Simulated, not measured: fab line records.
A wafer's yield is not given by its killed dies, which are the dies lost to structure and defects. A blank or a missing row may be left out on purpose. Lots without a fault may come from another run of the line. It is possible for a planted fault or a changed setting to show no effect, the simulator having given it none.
The same fault as seen by 2 desks	flow sky130	each desk has only its own numbers; what lay behind them comes last

## TOOL OWNER'S DESK, rie metal-04
The tool's own readings at SKY_METAL5_METAL_ETCH_15 (etches the open film in Cl2/BCl3, stops on SiO2, target depth 1260 nm, time 252 s): means of the sampled wafers that have a number, for each lot that ran on this tool. Any lot whose mean is over 4 standard deviations away from the usual mean is out of limits and marked OUT; that distance is given in the brackets.
Columns: A = drypump motor current A at SKY_METAL5_METAL_ETCH_15, usual 5.6 A; B = oes product au at SKY_METAL5_METAL_ETCH_15, usual 0.894 a.u.; C = throttle valve pct at SKY_METAL5_METAL_ETCH_15, usual 22.264 %
lot	first seen here	A	B	C
L318	day 44 06:32	5.1	0.895	22.273
L320	day 44 23:59	5.1	0.888	22.262
L325	day 46 07:55	5.2	0.868 (-5.3) OUT	22.262
L326	day 46 13:23	5.1	0.879	22.262
L327	day 47 02:20	5.1	0.876	22.262
L340	day 49 18:55	5.1	0.897	22.266
This desk's verdict: out of limits on L325, starting with L325 at day 46 07:55 (oes product au at SKY_METAL5_METAL_ETCH_15). In limits: L318, L320, L326, L327, L340.

## FROM THE METROLOGY DESK
Lot by lot, what the gauges showed, no matter which tool ran the lot: averages of those sampled wafers that carry a number. Any lot whose mean is over 4 standard deviations away from the usual mean is out of limits and marked OUT; that distance is given in the brackets.
Columns: A = VIA4_BOW at SKY_VIA4_BOW_MEAS_03, usual 80 um; B = METAL5_ALCU_RS at SKY_METAL5_RS_MEAS_05, usual 0.0271 ohm/sq
lot	first seen here	A	B
L318	day 42 07:24	81	0.0275
L319	day 42 14:04	71	0.0272
L320	day 43 01:10	82	0.0275
L325	day 44 11:26	86	0.0270
L326	day 44 16:32	77	0.0273
L327	day 45 06:56	85	0.0270
L333	day 46 14:55	79	0.0271
L335	day 46 22:39	70	0.0265
L337	day 47 11:17	81	0.0267
L339	day 47 22:05	87	0.0268
L340	day 48 04:13	77	0.0271
This desk's verdict: no lot among the 11 shows anything out of limits.

## PUT TOGETHER
The tool owner's desk had the chance to raise an alarm at day 46 07:55 on L325.
At the metrology desk, nothing out of limits was observed.
The metrology desk holds a record of L325, inside its limits.
SKY_METAL5_METAL_ETCH_15 was run on rie metal-04 by each of the lots named.

## WHAT THE SIMULATOR PUT IN
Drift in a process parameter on rie metal-04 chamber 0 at SKY_METAL5_METAL_ETCH_15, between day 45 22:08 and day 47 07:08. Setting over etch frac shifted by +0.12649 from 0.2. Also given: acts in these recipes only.
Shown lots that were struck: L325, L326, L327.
How many hours passed from the start of the fault until each desk's first out-of-limits reading: the tool owner's desk, 10.
